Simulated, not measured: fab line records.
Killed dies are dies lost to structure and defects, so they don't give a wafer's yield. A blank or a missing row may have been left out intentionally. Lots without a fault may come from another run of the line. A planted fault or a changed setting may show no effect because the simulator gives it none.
A lot that was struck, set against a sound lot / flow sky130 / 15 steps out of a route of 708
Sound: wafers L603.2, L603.4, L603.6. The struck wafers were L600.2, L600.3, L600.4. The cause is given at the end.
At each step with rows: each side's tool, then ch and its chambers, then its first start. Under that, the readings that differ: sound wafers / struck wafers / difference of the means / sigmas: that difference in standard deviations of wafers without a fault.
alike: a reading whose means differ by less than 2 such deviations, as well as words and numbers matching on both sides. not compared: withheld readings; readings where some wafer has no value; bounds like >300 that might hide an equal value; numbers whose values overlap and for which the record gives no deviation.
Wherever a step has rows on one side only, a row that says differs or no value, or a row with sigmas, the two part there. Numbers that don't overlap but have no deviation are shown without sigmas and don't part them. A reading missing from all wafers of one side parts the sides only when that side holds two or more wafers.

first, 4 steps without rows for these wafers: SKY_VIA1_STRIP_17 (strips in post etch residue remover, time 1200 s); SKY_VIA1_CLEAN_18 (cleans in IPA, time 180 s); SKY_VIA1_CLEAN_19 (cleans in O3/DIW); SKY_VIA1_SPUTTER_20 (material TiN, target thk 20 nm, time 80 s).
SKY_VIA1_CVD_21: deposits W, target thk 270 nm, time 80.902 s.
  sound on cvd w-01 ch 0, day 38 05:38; struck on cvd w-01 ch 0,1, day 37 06:01
  alike: heater power w
  not compared: since wet clean h
SKY_VIA1_RS_MEAS_22: measurement is done with a four-point probe.
  struck on film metro-04, day 37 06:08; sound on film metro-02, day 38 05:44
  alike: VIA1_W_RS
SKY_VIA1_THK_MEAS_23: measures by xrf.
  struck on film metro-04, day 37 06:14; sound on film metro-02, day 38 05:51
  alike: VIA1_W_THK
SKY_VIA1_CMP_24: polishes, stops on SiO2, t overpolish 15 s, target thk 0 nm.
  sound on cmp-02 ch 0,1,2, day 38 05:57; struck on cmp-01 ch 0,2,3, day 37 06:17
  alike: motor current A, overpolish run s, time to endpoint s
SKY_METAL2_SPUTTER_00: material Ti, target thk 15 nm, time 10 s.
  struck on pvd sputter-04, day 37 06:35; sound on pvd sputter-04, day 38 06:12
  alike: cathode dc power W, chamber pressure pa, throttle valve pct
SKY_METAL2_SPUTTER_01: material TiN, target thk 20 nm, time 16.7 s.
  struck on pvd sputter-04, day 37 06:37; sound on pvd sputter-04, day 38 06:13
  alike: cathode dc power W, chamber pressure pa, throttle valve pct
SKY_METAL2_SPUTTER_02: material AlCu, target thk 250 nm, time 13.3 s.
  struck on pvd sputter-04, day 37 06:38; sound on pvd sputter-04, day 38 06:15
  alike: cathode dc power W, chamber pressure pa, throttle valve pct
then, 1 step without rows for these wafers: SKY_METAL2_SPUTTER_03 (material Ti, target thk 5 nm, time 3.3 s).
SKY_METAL2_SPUTTER_04: material TiN, target thk 70 nm, time 58.3 s.
  struck on pvd sputter-04, day 37 06:41; sound on pvd sputter-04, day 38 06:17
  no value came back on the struck wafers for cathode dc power W (W), chamber pressure pa (Pa), throttle valve pct (%); on the sound wafers cathode dc power W (W) reads 6499.4 6499.4 6499.2
SKY_METAL2_THK_MEAS_06: measures by xrf.
  struck on film metro-01, day 37 06:52; sound on film metro-03, day 38 06:28
reading=METAL2_ALCU_THK (nm); sound=249 253 255; struck=290 288 288; difference=+36; sigmas=+12
then, 1 step without rows for these wafers: SKY_METAL2_DEHYDRATE_07 (time 60 s).

WHERE THEY PART
At SKY_METAL2_SPUTTER_04 first; at SKY_METAL2_THK_MEAS_06 last (within this record only).

WHY: the cause the simulator had injected
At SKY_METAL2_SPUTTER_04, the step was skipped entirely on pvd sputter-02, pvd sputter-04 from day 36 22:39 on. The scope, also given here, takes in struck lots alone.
